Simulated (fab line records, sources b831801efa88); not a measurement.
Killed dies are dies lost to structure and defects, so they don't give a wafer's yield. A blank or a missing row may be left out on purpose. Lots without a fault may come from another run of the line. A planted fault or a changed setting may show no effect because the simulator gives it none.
A struck lot beside a sound one | flow sky130 | 16 steps out of a route of 708
Sound: wafers L938.1, L938.4, L938.5. Struck: wafer L942.1. (L942.3, L942.4 of the same lot were not struck and are left out.) The cause comes at the end.
At each step with rows: each side's tool, then ch and its chambers, then its first start. Under that, the readings that differ: sound wafers | struck wafers | difference of the means | sigmas: that difference in standard deviations of wafers without a fault.
alike: readings whose means differ by less than 2 such deviations, and words and numbers that are the same on both sides. not compared: withheld readings, readings that some wafer has no value for, bounds like >300 that may hide the same value, and numbers for which the record gives no deviation and whose values overlap.
The two part at a step that has a row with sigmas, a row that says differs or no value, or rows on one side only. Numbers that don't overlap but have no deviation are shown without sigmas and don't part them. A reading that every wafer of one side lacks parts them only if that side has two wafers or more.

SKY_SD_N_OVL_MEAS_08:
  sound on overlay-01, day 30 09:44; struck on overlay-02, day 32 02:55
  alike: SD_N_OVL
then, 2 steps without rows for these wafers: SKY_SD_N_IMPLANT_09; SKY_SD_N_IMPLANT_10.
SKY_SD_N_STRIP_11: strips in O2/N2.
  sound on plasma_asher-01 ch 0,1, day 30 10:04; struck on plasma_asher-02 ch 1, day 32 03:14
  reading               | sound             | struck | difference | sigmas
  oes_product_au (a.u.) | 0.531 0.531 0.528 | 0.519  | -0.011     | -2
  alike: drypump_motor_current_A, strip_time_to_endpoint_s
  not compared: rf_hours_counter_h
SKY_SD_N_TW_MEAS_12:
  sound on film_metro-03, day 30 10:10; struck on film_metro-01, day 32 03:20
  alike: SD_N_TW
then, 1 step without rows for these wafers: SKY_SD_N_CLEAN_13 (cleans in SC1/SC2, time 150 s).
SKY_SD_N_RTA_14: time 2 s.
  sound on rtp_anneal-02 ch 0, day 30 10:17; struck on rtp_anneal-02 ch 0, day 32 03:27
  alike: chamber_o2_ppm, lamp_power_pct, wafer_temp_C_max
SKY_SD_N_RS_MEAS_16: measures by four-point-probe.
  sound on film_metro-03, day 30 10:28; struck on film_metro-01, day 32 03:38
  alike: SD_N_RS
SKY_SD_N_RS_MEAS_17: measures by four-point-probe.
  sound on film_metro-03, day 30 10:35; struck on film_metro-01, day 32 03:45
  alike: SD_P_RS
SKY_SD_N_RS_MEAS_18: measures by four-point-probe.
  sound on film_metro-03, day 30 10:42; struck on film_metro-01, day 32 03:52
  alike: RES_XHIGH_RS
then, 1 step without rows for these wafers: SKY_SALICIDE_CLEAN_00 (cleans in HF-last, time 30 s).
SKY_LI_CONTACT_HDPCVD_00: deposits PSG, target thk 930 nm, time 155 s.
  sound on hdpcvd-01 ch 0,1, day 30 10:50; struck on hdpcvd-01 ch 0, day 32 04:00
  reading                                       | sound             | struck | difference | sigmas
  model.PSG_of_LI_CONTACT_HDPCVD_00.thk_nm (nm) | 926.1 949.7 943.5 | 689.6  | -250.2     |
  alike: pressure_mtorr
SKY_LI_CONTACT_THK_MEAS_01:
  sound on film_metro-01, day 30 10:56; struck on film_metro-03, day 32 04:07
  reading                    | sound       | struck | difference | sigmas
  LI_CONTACT_HDPCVD_THK (nm) | 926 950 943 | 690    | -250       | -31
SKY_LI_CONTACT_CMP_02: polishes PSG.
  sound on cmp-01 ch 0,1,3, day 30 11:03; struck on cmp-02 ch 2, day 32 04:13
  reading                | sound          | struck | difference | sigmas
  time_to_endpoint_s (s) | 36.4 36.9 36.0 | 10.1   | -26.3      | -11
  alike: motor_current_A
SKY_LI_CONTACT_BOW_MEAS_03:
  sound on film_metro-01, day 30 11:18; struck on film_metro-01, day 32 04:28
  alike: LI_CONTACT_BOW
SKY_PAD_OPEN_PROBE_99:
  the record has rows for the sound wafers here (prober-01, day 47 15:43) and none for the struck ones

WHERE THEY PART
First at SKY_SD_N_STRIP_11; last, within this record, at SKY_PAD_OPEN_PROBE_99.

WHY: what the simulator had put in
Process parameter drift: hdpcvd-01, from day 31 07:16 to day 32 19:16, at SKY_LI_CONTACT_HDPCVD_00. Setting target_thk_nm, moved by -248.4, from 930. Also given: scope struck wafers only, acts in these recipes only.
